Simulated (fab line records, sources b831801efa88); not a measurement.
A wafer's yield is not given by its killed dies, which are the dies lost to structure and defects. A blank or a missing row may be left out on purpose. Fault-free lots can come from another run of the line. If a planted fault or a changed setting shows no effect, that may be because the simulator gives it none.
Struck lot and sound lot, side by side | flow sky130 | 15 steps out of a route of 708
Sound: wafers L553.1, L553.2, L553.5. The struck wafers were L560.3, L560.5, L560.6. The cause comes at the end.
Each step with rows lists, per side, the tool, then ch with its chambers, then its first start. Under that, the readings that differ: sound wafers | struck wafers | difference of the means | sigmas: that difference in standard deviations of wafers without a fault.
alike: same words and numbers on both sides, and readings whose means sit less than 2 such deviations apart. not compared: any withheld reading, any reading some wafer has no value for, any bound like >300 that may hide the same value, and any number with overlapping values for which the record gives no deviation.
Wherever a step has rows on one side only, a row that says differs or no value, or a row with sigmas, the two part there. Numbers that have no deviation but don't overlap get no sigmas and don't part them. A reading that every wafer of one side lacks parts them only if that side has two wafers or more.

SKY_VIA1_STRIP_16: strips in O2/N2.
  sound on plasma_asher-04 ch 0,1, day 35 00:12; struck on plasma_asher-04 ch 0,1, day 37 02:38
  alike: drypump_motor_current_A, o2_flow_sccm, oes_product_au, strip_time_to_endpoint_s
  not compared: rf_hours_counter_h
then, 3 steps without rows for these wafers: SKY_VIA1_STRIP_17 (strips in post etch residue remover, time 1200 s); SKY_VIA1_CLEAN_18 (cleans in IPA, time 180 s); SKY_VIA1_CLEAN_19 (cleans in O3/DIW).
SKY_VIA1_SPUTTER_20: material TiN, target thk 20 nm, time 80 s.
  sound on pvd_sputter-03 at day 35 00:47; struck on pvd_sputter-02 at day 37 03:12
  alike: throttle_valve_pct
then, 1 step without rows for these wafers: SKY_VIA1_CVD_21 (deposits W, target thk 270 nm, time 80.902 s).
SKY_VIA1_RS_MEAS_22: measures by four-point-probe.
  sound on film_metro-04 at day 35 00:57; struck on film_metro-02 at day 37 03:23
  alike: VIA1_W_RS
SKY_VIA1_THK_MEAS_23: measures by xrf.
  sound on film_metro-04 at day 35 01:04; struck on film_metro-02 at day 37 03:29
  alike: VIA1_W_THK
then, 1 step without rows for these wafers: SKY_VIA1_CMP_24 (polishes, stops on SiO2, t overpolish 15 s, target thk 0 nm).
SKY_METAL2_SPUTTER_00: material Ti, target thk 15 nm, time 10 s.
  sound on pvd_sputter-02 at day 35 01:26; struck on pvd_sputter-04 at day 37 03:50
  alike: throttle_valve_pct
SKY_METAL2_SPUTTER_01: material TiN, target thk 20 nm, time 16.7 s.
  sound on pvd_sputter-02 at day 35 01:27; struck on pvd_sputter-04 at day 37 03:51
  alike: throttle_valve_pct
then, 1 step without rows for these wafers: SKY_METAL2_SPUTTER_02 (material AlCu, target thk 250 nm, time 13.3 s).
SKY_METAL2_SPUTTER_03: material Ti, target thk 5 nm, time 3.3 s.
  sound on pvd_sputter-02 at day 35 01:30; struck on pvd_sputter-04 at day 37 03:54
  reading                                   | sound             | struck            | difference | sigmas
  model.Ti_of_METAL2_SPUTTER_03.thk_nm (nm) | 5.011 4.813 4.976 | 4.533 4.434 4.365 | -0.489     |
  alike: throttle_valve_pct
SKY_METAL2_SPUTTER_04: material TiN, target thk 70 nm, time 58.3 s.
  sound on pvd_sputter-02 at day 35 01:31; struck on pvd_sputter-04 at day 37 03:55
  alike: throttle_valve_pct
-- the record jumps here: 11 days lie between the struck wafers' starts before and after (it left off in module METAL2 and takes up again in module PAD_OPEN, whose first step shown is number 708 of the route) --
SKY_PAD_OPEN_PROBE_99:
  sound on prober-02 at day 46 15:33; struck on prober-02 at day 48 08:13
  alike: defect_limited_yield, killed_at_M0_to_M3, killed_at_M4_up, killed_at_contacts, killed_at_front_end, killed_at_other, killed_dies, killed_open, killed_short, sort_bin_3_pad_short, sort_bin_5_function, sort_bin_6_memory, sort_n_pass, sort_yield_pct

WHERE THEY PART
Nowhere in this record.

WHY: what had been put in by the simulator
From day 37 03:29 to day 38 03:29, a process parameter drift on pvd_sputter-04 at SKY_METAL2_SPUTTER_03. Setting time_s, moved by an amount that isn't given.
